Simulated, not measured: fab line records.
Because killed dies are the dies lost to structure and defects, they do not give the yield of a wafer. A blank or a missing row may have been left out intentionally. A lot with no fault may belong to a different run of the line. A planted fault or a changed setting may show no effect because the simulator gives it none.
Matching of chambers    flow gf180mcu    GF_STI_ETCH_13 on rie-diel-03 has 4 sister chambers
The step etches the open film in CHF3/O2, stops on Si, target depth 282.31 nm, time 112.9 s. 8 wafers are shown with their chamber, then 8 later ones without.

WAFERS PAIRED WITH THEIR CHAMBERS
wafer   chamber  drypump-motor-current-A (A)  rf-fwd-power-W (W)
L083.2  1        6.3                          596.1
L085.1  1        6.2                          596.5
L085.3  0        6.6                          595.9
L085.5  3        6.0                          595.8
L087.1  0        6.6                          592.3
L087.2  3        6.0                          595.2
L087.3  2        6.4                          593.8
L091.2  2        6.4                          594.8

WAFERS WITH NO CHAMBER GIVEN
wafer   drypump-motor-current-A (A)  rf-fwd-power-W (W)
L091.4  6.1                          595.6
L091.6  6.6                          594.8
L092.2  6.6                          596.0
L092.5  6.1                          596.9
L092.6  6.3                          596.2
L094.2  6.3                          599.7
L094.3  6.0                          599.3
L094.5  6.6                          594.1

WHICH CHAMBER EACH ONE RAN IN
wafer   from the rows above      in truth
L091.4  can't be placed: 3 or 1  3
L091.6  0                        0
L092.2  0                        0
L092.5  can't be placed: 3 or 1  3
L092.6  can't be placed: 1 or 2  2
L094.2  1                        1
L094.3  3                        3
L094.5  0                        0
Correctly placed: 5 of 8. Unplaceable from these rows: 3, with the true chamber sitting among the candidates in 3. Wrongly placed: 0.
How it was worked out, from the rows above alone: a wafer's distance from a chamber is the root of the sum, over the readings, of the square of ((its reading less the chamber's mean) divided by the reading's scatter). If the next closest chamber is less than 2 further off than the closest, the wafer can't be placed; otherwise it belongs to the closest. The mean given for a chamber averages the wafers shown for that chamber. The scatter: take each reading less its chamber's mean, square it, sum over the shown wafers, divide by the number of wafers less the number of chambers, and take the root.
